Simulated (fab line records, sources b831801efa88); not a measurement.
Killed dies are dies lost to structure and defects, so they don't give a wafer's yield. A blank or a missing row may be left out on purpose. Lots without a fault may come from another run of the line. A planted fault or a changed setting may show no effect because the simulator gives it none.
A struck lot beside a sound one | flow sky130 | 15 steps out of a route of 708
Sound: wafers L373.1, L373.5, L373.6. Struck: wafers L382.2, L382.5, L382.6. The cause comes at the end.
At each step with rows: each side's tool, then ch and its chambers, then its first start. Under that, the readings that differ: sound wafers | struck wafers | difference of the means | sigmas: that difference in standard deviations of wafers without a fault.
alike: readings whose means differ by less than 2 such deviations, and words and numbers that are the same on both sides. not compared: withheld readings, readings that some wafer has no value for, bounds like >300 that may hide the same value, and numbers for which the record gives no deviation and whose values overlap.
The two part at a step that has a row with sigmas, a row that says differs or no value, or rows on one side only. Numbers that don't overlap but have no deviation are shown without sigmas and don't part them. A reading that every wafer of one side lacks parts them only if that side has two wafers or more.

SKY_LI_CONTACT_THK_MEAS_23: measures by xrf.
  sound on film_metro-01, day 30 15:23; struck on film_metro-02, day 33 15:36
  alike: LI_CONTACT_W_THK
SKY_LI_CONTACT_CMP_24: polishes, stops on PSG, t overpolish 20 s, target thk 0 nm.
  sound on cmp-02 ch 0,3, day 30 15:27; struck on cmp-01 ch 2,3, day 33 15:39
  alike: edge_zone_pressure_frac, motor_current_A, overpolish_run_s, time_to_endpoint_s
SKY_LOCAL_INTERCONNECT_SPUTTER_00: material TiN, target thk 100 nm, time 83.3 s.
  sound on pvd_sputter-04, day 30 15:45; struck on pvd_sputter-02, day 33 15:57
  alike: throttle_valve_pct
SKY_LOCAL_INTERCONNECT_RS_MEAS_01: measures by four-point-probe.
  sound on film_metro-01, day 30 15:49; struck on film_metro-02, day 33 16:02
  alike: LOCAL_INTERCONNECT_TIN_RS
SKY_LOCAL_INTERCONNECT_THK_MEAS_02: measures by xrf.
  sound on film_metro-01, day 30 15:56; struck on film_metro-02, day 33 16:08
  alike: LOCAL_INTERCONNECT_TIN_THK
then, 7 steps without rows for these wafers: SKY_LOCAL_INTERCONNECT_DEHYDRATE_03 (time 60 s); SKY_LOCAL_INTERCONNECT_HMDS_04 (prime time 60 s); SKY_LOCAL_INTERCONNECT_COAT_05 (resist thk 60 nm); SKY_LOCAL_INTERCONNECT_COAT_06 (resist thk 450 nm); SKY_LOCAL_INTERCONNECT_SOFTBAKE_07 (time 90 s); SKY_LOCAL_INTERCONNECT_EXPOSE_08 (exposes mask LI1M, target cd 170 nm); SKY_LOCAL_INTERCONNECT_PEB_09.
SKY_LOCAL_INTERCONNECT_DEVELOP_10: develop time 60 s.
  sound on litho_track-01 ch 0, day 31 19:00; struck on litho_track-01 ch 0, day 34 18:00
  reading              | sound             | struck            | difference | sigmas
  developer_temp_C (C) | 20.79 21.02 21.11 | 23.09 22.96 23.17 | +2.10      | +19
SKY_LOCAL_INTERCONNECT_CD_MEAS_11: target cd 170 nm.
  sound on cd_sem-02, day 31 19:31; struck on cd_sem-02, day 34 18:32
  alike: cd_nm
-- the record jumps here: 14 days lie between the struck wafers' starts before and after (it left off in module LOCAL_INTERCONNECT and takes up again in module PAD_OPEN, whose first step shown is number 708 of the route) --
SKY_PAD_OPEN_PROBE_99:
  sound on prober-01, day 47 01:06; struck on prober-02, day 49 00:52
  alike: killed_at_M0_to_M3, killed_at_M4_up, killed_at_contacts, killed_at_front_end, killed_at_other, killed_dies, killed_open, killed_short

WHERE THEY PART
Only at SKY_LOCAL_INTERCONNECT_DEVELOP_10, within this record. Later steps at which nothing parts them and some readings are alike: SKY_LOCAL_INTERCONNECT_CD_MEAS_11, SKY_PAD_OPEN_PROBE_99.

WHY: what the simulator had put in
Process parameter drift: litho_track-01, from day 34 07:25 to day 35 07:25, at SKY_LOCAL_INTERCONNECT_DEVELOP_10. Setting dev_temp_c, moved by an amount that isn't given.
